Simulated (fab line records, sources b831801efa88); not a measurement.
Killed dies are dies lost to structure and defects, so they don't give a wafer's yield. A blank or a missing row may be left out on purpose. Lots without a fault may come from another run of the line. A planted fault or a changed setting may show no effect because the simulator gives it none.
One fault seen from 2 desks | flow sky130 | each desk has only its own numbers; what lay behind them comes last

THE METROLOGY DESK
What the gauges read, lot by lot, whatever tool the lot ran on: means of the sampled wafers that have a number. A lot is out of limits, marked OUT, if its mean lies more than 4 standard deviations from the usual mean; the brackets give that distance.
Columns: A = cd_nm at SKY_SD_P_CD_MEAS_07, usual 379 nm; B = SD_P_TW at SKY_SD_P_TW_MEAS_11, usual 2838; C = SD_P_RS at SKY_SD_N_RS_MEAS_17, usual 147.1 ohm/sq
lot  | first seen here | A   | B               | C
L252 | day 27 09:02    | 380 | 2881            | 147.3
L248 | day 27 14:20    | 378 | 2824            | 147.4
L254 | day 28 02:14    | 380 | 2809            | 147.3
L255 | day 28 06:28    | 379 | 2811            | 146.6
L260 | day 30 00:37    | 382 | 3053 (+6.0) OUT | 140.2 (-16) OUT
L261 | day 30 07:38    | 381 | 3055 (+6.0) OUT | 141.1 (-14) OUT
L266 | day 31 22:51    | 376 | 2795            | 147.6
L267 | day 32 06:11    | 373 | 2871            | 147.7
L269 | day 32 23:30    | 381 | 2809            | 147.5
L270 | day 33 01:44    | 384 | 2884            | 147.2
L271 | day 33 10:31    | 378 | 2822            | 147.4
This desk's finding: out of limits on L260, L261; first on L260, day 30 01:01 (SD_P_TW at SKY_SD_P_TW_MEAS_11). In limits: L252, L248, L254, L255, L266, L267, L269, L270, L271.

THE TOOL OWNER'S DESK: implanter-03
The tool's own readings at SKY_SD_P_IMPLANT_09: means of the sampled wafers that have a number, for each lot that ran on this tool. A lot is out of limits, marked OUT, if its mean lies more than 4 standard deviations from the usual mean; the brackets give that distance.
Columns: A = tilt_deg at SKY_SD_P_IMPLANT_09, usual 0.002 degrees
lot  | first seen here | A
L248 | day 27 14:30    | 0.001
L254 | day 28 02:24    | 0.001
L260 | day 30 00:46    | 4.597 (+99 or more) OUT
L261 | day 30 07:49    | 4.592 (+99 or more) OUT
This desk's finding: out of limits on L260, L261; first on L260, day 30 00:46 (tilt_deg at SKY_SD_P_IMPLANT_09). In limits: L248, L254.

PUT TOGETHER
The tool owner's desk could have raised an alarm at day 30 00:46, on L260, L261.
The metrology desk could have raised an alarm at day 30 01:01, on L260, L261.
Of the lots named, all ran SKY_SD_P_IMPLANT_09 on implanter-03.

WHAT THE SIMULATOR HAD PUT IN
Process parameter drift: implanter-03, from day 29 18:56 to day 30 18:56, at SKY_SD_P_IMPLANT_09. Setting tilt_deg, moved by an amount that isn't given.
Lots struck among those shown: L260, L261.
Hours from the fault's start to each desk's first reading out of limits: the tool owner's desk, 6; the metrology desk, 6.
